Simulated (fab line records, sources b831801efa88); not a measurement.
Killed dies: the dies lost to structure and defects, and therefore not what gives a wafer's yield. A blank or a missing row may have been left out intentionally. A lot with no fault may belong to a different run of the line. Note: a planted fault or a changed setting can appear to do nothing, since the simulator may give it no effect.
The same fault as seen by 2 desks | flow gf180mcu | only its own numbers are on each desk; what lay behind them is given at the end

THE METROLOGY DESK
Means of the sampled wafers that have a number, per lot and without regard to the tool the lot ran on: this is what the gauges read. Marked OUT: a lot whose mean sits more than 4 standard deviations from the usual mean, which makes it out of limits; the brackets give that distance.
Columns: A = cd-nm at GF_M5_CD_MEAS_07, usual 279.9 nm; B = M5_OVL at GF_M5_OVL_MEAS_08, usual 3 nm
lot  | first seen here | A     | B
L470 | day 27 09:01    | 280.3 | 8
L478 | day 29 19:05    | 281.0 | 5
L479 | day 29 22:18    | 280.2 | -5
L488 | day 32 09:17    | 280.7 | 4
L490 | day 32 18:51    | 279.9 | 8
This desk found nothing out of limits on any of the 5 lots.

TOOL OWNER'S DESK, rie-diel-04
The tool's own readings at GF_M5_ETCH_09 (etches Si3N4 in CF4/O2, target depth 52 nm, time 11.6 s): means of the sampled wafers that have a number, for each lot that ran on this tool. Marked OUT: a lot whose mean sits more than 4 standard deviations from the usual mean, which makes it out of limits; the brackets give that distance.
Columns: A = chamber-pressure-mTorr at GF_M5_ETCH_09, usual 150.00 mTorr; B = drypump-motor-current-A at GF_M5_ETCH_09, usual 5.6 A; C = oes-product-au at GF_M5_ETCH_09, usual 1.005 a.u.; D = throttle-valve-pct at GF_M5_ETCH_09, usual 5.971 %
lot  | first seen here | A      | B   | C     | D
L478 | day 29 19:12    | 149.99 | 5.4 | 1.010 | 5.976
L479 | day 29 22:26    | 149.96 | 5.5 | 1.009 | 5.973
This desk found nothing out of limits on any of the 2 lots.

BROUGHT TOGETHER
At the metrology desk, nothing out of limits was observed.
The tool owner's desk saw nothing out of limits.

WHAT THE SIMULATOR PUT IN
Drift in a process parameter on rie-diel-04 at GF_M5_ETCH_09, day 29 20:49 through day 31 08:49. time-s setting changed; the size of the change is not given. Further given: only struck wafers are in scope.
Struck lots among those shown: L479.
